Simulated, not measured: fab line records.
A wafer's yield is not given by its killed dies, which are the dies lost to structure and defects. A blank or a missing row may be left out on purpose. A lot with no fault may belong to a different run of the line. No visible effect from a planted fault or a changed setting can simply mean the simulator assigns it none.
Which tool did it? -- flow gf180mcu -- Sampling: 12 lots, 36 wafers, 5 of 602 route steps

WHAT THE GAUGES READ, wafer by wafer
GF_M1_CD_MEAS_14: target cd 230 nm. Usual: cdNm reads 229.7 nm (standard deviation 1.2).
lot,measured,on,cdNm (nm),flag
L744,day 16 18:07,cdSem-01,228.9 228.9 228.8,
L745,day 17 04:44,cdSem-01,231.9 232.0 232.0,
L747,day 18 00:17,cdSem-01,229.8 229.7 230.7,
L748,day 18 10:41,cdSem-02,229.2 227.3 228.6,
L757,day 21 23:22,cdSem-02,230.1 230.3 230.7,
L759,day 22 17:08,cdSem-01,228.2 228.9 228.7,
L760,day 22 21:08,cdSem-01,229.6 229.3 230.5,
L763,day 24 04:34,cdSem-02,229.5 229.0 230.4,
L764,day 24 04:46,cdSem-02,228.8 230.1 232.0,
L765,day 24 17:31,cdSem-02,229.6 229.8 231.3,
L766,day 25 00:32,cdSem-01,231.6 229.7 229.3,
L767,day 25 08:49,cdSem-01,229.8 230.4 231.8,

GF_V1_CD_MEAS_14: target cd 260 nm. Usual: cdNm reads 260.3 nm (standard deviation 1.1).
lot,measured,on,cdNm (nm),flag
L744,day 17 18:46,cdSem-01,261.3 260.2 262.1,
L745,day 18 05:02,cdSem-02,259.1 257.0 256.8,
L747,day 19 01:32,cdSem-02,260.7 261.0 261.3,
L748,day 19 11:49,cdSem-02,259.6 261.2 261.7,
L757,day 23 00:37,cdSem-02,261.1 259.9 262.0,
L759,day 23 17:44,cdSem-01,258.3 258.6 258.4,
L760,day 23 21:17,cdSem-01,260.2 259.7 260.2,
L763,day 25 04:22,cdSem-01,259.8 261.5 260.4,
L764,day 25 04:56,cdSem-01,260.5 259.2 260.4,
L765,day 25 15:50,cdSem-02,259.8 260.4 261.8,
L766,day 26 01:26,cdSem-01,260.2 260.2 260.4,
L767,day 26 06:04,cdSem-01,259.2 260.9 261.2,

GF_V1_RS_MEAS_24: measures by four-point-probe. Usual: V1_W_RS 0.3289 ohm/sq, standard deviation 0.003.
lot,measured,on,V1_W_RS (ohm/sq),flag
L744,day 17 19:47,filmMetro-02,0.3281 0.3278 0.3282,
L745,day 18 06:04,filmMetro-03,0.3388 0.3297 0.3312,
L747,day 19 02:34,filmMetro-03,0.3515 0.3562 0.3547,OFF
L748,day 19 12:50,filmMetro-03,0.3539 0.3521 0.3515,OFF
L757,day 23 01:39,filmMetro-01,0.3242 0.3260 0.3237,
L759,day 23 18:46,filmMetro-02,0.3327 0.3304 0.3313,
L760,day 23 22:21,filmMetro-01,0.3271 0.3298 0.3263,
L763,day 25 05:31,filmMetro-03,0.3303 0.3301 0.3304,
L764,day 25 06:04,filmMetro-01,0.3291 0.3286 0.3312,
L765,day 25 16:52,filmMetro-02,0.3285 0.3311 0.3341,
L766,day 26 02:28,filmMetro-02,0.3353 0.3327 0.3273,
L767,day 26 07:05,filmMetro-02,0.3287 0.3244 0.3303,

GF_V1_THK_MEAS_25: measures by xrf. Usual: V1_W_THK 357 nm, standard deviation 4.3.
lot,measured,on,V1_W_THK (nm),flag
L744,day 17 19:55,filmMetro-02,362 365 361,
L745,day 18 06:10,filmMetro-03,344 354 353,
L747,day 19 02:40,filmMetro-03,333 326 328,OFF
L748,day 19 12:58,filmMetro-03,330 332 332,OFF
L757,day 23 01:46,filmMetro-01,364 361 364,
L759,day 23 18:53,filmMetro-02,354 356 355,
L760,day 23 22:28,filmMetro-01,359 356 360,
L763,day 25 05:38,filmMetro-03,348 354 351,
L764,day 25 06:11,filmMetro-01,361 361 357,
L765,day 25 16:59,filmMetro-02,361 356 354,
L766,day 26 02:35,filmMetro-02,354 359 362,
L767,day 26 07:13,filmMetro-02,360 368 359,

EACH LOT AND THE TOOL THAT RAN IT (in order: tool; ch and the chambers of the sampled wafers; start)
lot,GF_V1_CVD_23
L744,"cvdW-01 ch 0,1, day 17 19:41"
L745,"cvdW-01 ch 0,1, day 18 05:56"
L747,"cvdW-01 ch 0,1, day 19 02:26"
L748,"cvdW-01 ch 0,1, day 19 12:44"
L757,"cvdW-01 ch 0,1, day 23 01:32"
L759,"cvdW-02 ch 0,1, day 23 18:38"
L760,"cvdW-02 ch 0,1, day 23 22:13"
L763,"cvdW-02 ch 0,1, day 25 05:23"
L764,"cvdW-01 ch 0,1, day 25 05:56"
L765,"cvdW-01 ch 0,1, day 25 16:44"
L766,"cvdW-01 ch 0,1, day 26 02:20"
L767,"cvdW-01 ch 0,1, day 26 06:59"
- GF_V1_CVD_23: deposits W, target thk 350 nm, time 105.05 s.

AS READ BY THE TOOLS THEMSELVES (means over the sampled wafers that have a number; for cases with no such wafer, the mark the record gives instead)
GF_V1_CVD_23. Usual: heaterPowerW reads 914 W (standard deviation 50).
lot,tool,heaterPowerW (W),flag
L744,cvdW-01,887,
L745,cvdW-01,922,
L747,cvdW-01,885,
L748,cvdW-01,918,
L757,cvdW-01,910,
L759,cvdW-02,948,
L760,cvdW-02,916,
L763,cvdW-02,960,
L764,cvdW-01,892,
L765,cvdW-01,917,
L766,cvdW-01,918,
L767,cvdW-01,916,

THE ANSWER, worked out from the rows above alone
Rule: take the mean of a lot's wafers that have a number; if it is more than 3 standard deviations from the usual mean, the lot is off. Also off: a lot with no number at a reading for which 4 or more lots have one. The other lots that the step has rows for count as sound. After the gauges, taken in route order, come the tools' own readings; for these a lot's mean is taken, as printed above. The first step at which some lot is off is used, and at that step the reading that is off furthest; a lot without a number counts as furthest.
Off: L747, L748, seen at GF_V1_RS_MEAS_24 (V1_W_RS).
A tool fits if, at a process step before that reading, it ran every lot that is off, and no sound lot after the first of them. Gauges at GF_V1_RS_MEAS_24: tried the same way as those tools. No candidate that was tried fits.

WHAT THE SIMULATOR HAD PUT IN
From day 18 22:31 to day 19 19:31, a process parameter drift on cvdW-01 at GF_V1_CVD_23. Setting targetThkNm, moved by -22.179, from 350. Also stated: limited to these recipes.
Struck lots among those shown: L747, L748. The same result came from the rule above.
